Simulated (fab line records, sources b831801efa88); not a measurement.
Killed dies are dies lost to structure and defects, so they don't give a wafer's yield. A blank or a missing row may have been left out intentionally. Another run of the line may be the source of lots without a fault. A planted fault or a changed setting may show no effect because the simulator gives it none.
Which of the tools did it? -- flow sky130 -- 33 wafers from 11 lots sampled at 5 of the route's 708 steps

## WHAT EACH GAUGE READ, for each wafer
SKY_SONOS_ONO_THK_MEAS_03. Usual: SONOS_ONO_CVD_02_THK typically reads 10.51 nm, with standard deviation 0.17.
lot,measured,on,SONOS_ONO_CVD_02_THK (nm),flag
L103,day 11 06:39,film metro-03,10.34 10.45 10.31,
L105,day 12 07:59,film metro-04,10.53 10.39 10.49,
L106,day 12 09:20,film metro-02,10.41 10.55 10.45,
L107,day 12 22:47,film metro-02,10.81 10.69 10.83,
L108,day 13 03:06,film metro-03,10.36 10.43 10.28,
L109,day 13 13:23,film metro-04,10.70 10.74 10.62,
L119,day 16 21:53,film metro-04,10.34 10.29 10.31,
L121,day 17 15:41,film metro-04,10.27 10.15 10.34,
L122,day 17 19:19,film metro-02,10.42 10.31 10.46,
L123,day 18 02:37,film metro-03,10.33 10.44 10.62,
L124,day 18 13:36,film metro-03,10.96 10.80 10.69,

SKY_SONOS_ONO_THK_MEAS_05. Usual: SONOS_ONO_CVD_04_THK typically reads 5.67 nm, with standard deviation 0.1.
lot,measured,on,SONOS_ONO_CVD_04_THK (nm),flag
L103,day 11 07:58,film metro-04,5.61 5.59 5.65,
L105,day 12 09:18,film metro-03,5.53 5.64 5.65,
L106,day 12 10:39,film metro-03,5.89 5.81 5.85,
L107,day 13 00:06,film metro-04,9.16 9.14 9.16,OFF
L108,day 13 04:25,film metro-02,9.26 9.19 9.19,OFF
L109,day 13 14:42,film metro-04,9.04 9.01 9.11,OFF
L119,day 16 23:11,film metro-02,5.50 5.50 5.51,
L121,day 17 17:00,film metro-03,5.67 5.54 5.62,
L122,day 17 20:38,film metro-02,5.78 5.66 5.65,
L123,day 18 03:56,film metro-03,5.65 5.73 5.70,
L124,day 18 14:55,film metro-03,5.56 5.46 5.48,

SKY_GATE_OXIDE_THK_MEAS_02. Usual: GATE_OXIDE_OXIDATION_00_THK typically reads 10.24 nm, with standard deviation 0.21.
lot,measured,on,GATE_OXIDE_OXIDATION_00_THK (nm),flag
L103,day 12 11:02,film metro-01,10.34 10.33 10.40,
L105,day 13 13:40,film metro-01,9.86 9.76 9.77,
L106,day 13 13:40,film metro-04,10.06 10.04 10.03,
L107,day 14 03:00,film metro-02,10.38 10.48 10.31,
L108,day 14 08:43,film metro-01,10.43 10.36 10.48,
L109,day 14 19:17,film metro-02,10.27 10.35 10.27,
L119,day 18 06:50,film metro-02,10.74 10.65 10.66,
L121,day 19 02:17,film metro-01,10.25 10.25 10.47,
L122,day 19 05:28,film metro-01,10.56 10.41 10.37,
L123,day 19 15:53,film metro-01,10.47 10.34 10.45,
L124,day 19 23:31,film metro-04,10.32 10.54 10.43,

## WHAT TOOL EACH LOT RAN ON (gives the tool, then ch and the chambers of the sampled wafers, and finally the start)
lot,SKY_FIELD_ISO_ETCH_17,SKY_SONOS_ONO_CVD_04
L103,"rie si-02 ch 0,1,3, day 2 04:41","lpcvd-03 ch 1, day 11 06:43"
L105,"rie si-02 ch 1,2,3, day 2 16:47","lpcvd-03 ch 0, day 12 08:03"
L106,"rie si-01 ch 0,1,3, day 2 20:14","lpcvd-03 ch 1, day 12 09:24"
L107,"rie si-01 ch 0,1, day 3 02:50","lpcvd-03 ch 1, day 12 22:50"
L108,"rie si-02 ch 1,3, day 3 07:05","lpcvd-03 ch 1, day 13 03:08"
L109,"rie si-01 ch 0,1,2, day 3 13:33","lpcvd-03 ch 1, day 13 13:26"
L119,"rie si-02 ch 0,1,2, day 5 15:30","lpcvd-03 ch 0, day 16 21:56"
L121,"rie si-02 ch 0,2, day 6 02:24","lpcvd-03 ch 0, day 17 15:45"
L122,"rie si-01 ch 0,1,3, day 6 06:47","lpcvd-03 ch 1, day 17 19:22"
L123,"rie si-02 ch 1,3, day 6 13:26","lpcvd-03 ch 1, day 18 02:41"
L124,"rie si-02 ch 1,2,3, day 6 19:33","lpcvd-03 ch 1, day 18 13:40"
- SKY_FIELD_ISO_ETCH_17: etches Si in HBr/Cl2/O2, target depth 342 nm, time 97.7 s.
- SKY_SONOS_ONO_CVD_04: deposits SiO2 from SiH4/N2O, target thk 5.7199 nm.

## AS READ BY THE TOOLS THEMSELVES (means over the sampled wafers that have a number; for cases with no such wafer, the mark the record gives instead)
SKY_FIELD_ISO_ETCH_17. Usual: drypump motor current A 5.49 A, standard deviation 0.24; oes product au 1.003 a.u., standard deviation 0.0083; throttle valve pct 25.655 %, standard deviation 0.01.
lot,tool,drypump motor current A (A),oes product au (a.u.),throttle valve pct (%),flag
L103,rie si-02,5.40,1.001,25.659,
L105,rie si-02,5.42,0.999,25.654,
L106,rie si-01,5.43,1.010,25.651,
L107,rie si-01,5.53,1.004,25.649,
L108,rie si-02,5.38,1.017,25.651,
L109,rie si-01,5.77,0.998,25.659,
L119,rie si-02,5.42,1.001,25.654,
L121,rie si-02,5.48,1.002,25.650,
L122,rie si-01,5.42,0.998,25.658,
L123,rie si-02,5.40,1.004,25.645,
L124,rie si-02,5.41,0.997,25.670,

SKY_SONOS_ONO_CVD_04. Usual: spike tc bottom C 914 C, standard deviation 4.1; spike tc centre C 900.0 C, standard deviation 1.2; spike tc lower C 901.2 C, standard deviation 1; spike tc top C 913.6 C, standard deviation 1.9; spike tc upper C 900.6 C, standard deviation 1.3; susceptor temp C 900.0 C, standard deviation 0.39; zone power bottom pct 27.0 %, standard deviation 1.6; zone power centre pct 17.28 %, standard deviation 0.17; zone power lower pct 19.92 %, standard deviation 0.23.
lot,tool,spike tc bottom C (C),spike tc centre C (C),spike tc lower C (C),spike tc top C (C),spike tc upper C (C),susceptor temp C (C),zone power bottom pct (%),zone power centre pct (%),zone power lower pct (%),flag
L103,lpcvd-03,917,900.3,901.3,914.6,901.1,900.0,28.2,17.27,19.69,
L105,lpcvd-03,911,900.4,900.6,911.3,899.6,900.0,25.0,17.20,20.14,
L106,lpcvd-03,917,898.3,901.6,914.9,901.0,900.0,28.2,17.29,19.95,
L107,lpcvd-03,961,943.8,944.9,958.5,945.2,943.7,31.7,19.08,21.81,OFF
L108,lpcvd-03,961,944.1,944.7,958.7,945.9,944.1,31.6,19.12,22.09,OFF
L109,lpcvd-03,962,943.9,946.0,958.0,945.7,944.3,31.4,19.13,22.24,OFF
L119,lpcvd-03,908,901.3,900.5,911.4,899.7,900.1,24.8,17.40,20.01,
L121,lpcvd-03,909,901.4,901.6,911.8,900.0,899.5,24.8,17.32,20.07,
L122,lpcvd-03,916,899.3,901.6,915.4,901.6,900.0,28.1,17.17,19.70,
L123,lpcvd-03,917,899.8,901.3,913.9,902.4,900.2,28.0,17.36,19.79,
L124,lpcvd-03,917,899.9,902.2,914.6,900.1,900.1,28.4,17.35,19.95,

## THE ANSWER, worked out from the rows above alone
Rule: lot off if the mean of its wafers having a number is beyond 3 standard deviations from the usual mean. Also off: a lot with no number at a reading for which 4 or more lots have one. All remaining lots with rows at the step are treated as sound. After the gauges, taken in route order, come the tools' own readings; for these a lot's mean is taken, as printed above. The first step at which some lot is off is used, and at that step the reading that is off furthest; a lot without a number counts as furthest.
Off: L107, L108, L109, seen at SKY_SONOS_ONO_THK_MEAS_05 (SONOS_ONO_CVD_04_THK).
If a tool, at a process step before that reading, ran all the lots that are off and no sound lot after the first of them, it fits. The gauges at SKY_SONOS_ONO_THK_MEAS_05 aren't tried: what is off there is off at SKY_SONOS_ONO_CVD_04 too, on other tools, and a gauge's error can't cause that. None of those tried fits.

## WHAT THE SIMULATOR HAD INSERTED
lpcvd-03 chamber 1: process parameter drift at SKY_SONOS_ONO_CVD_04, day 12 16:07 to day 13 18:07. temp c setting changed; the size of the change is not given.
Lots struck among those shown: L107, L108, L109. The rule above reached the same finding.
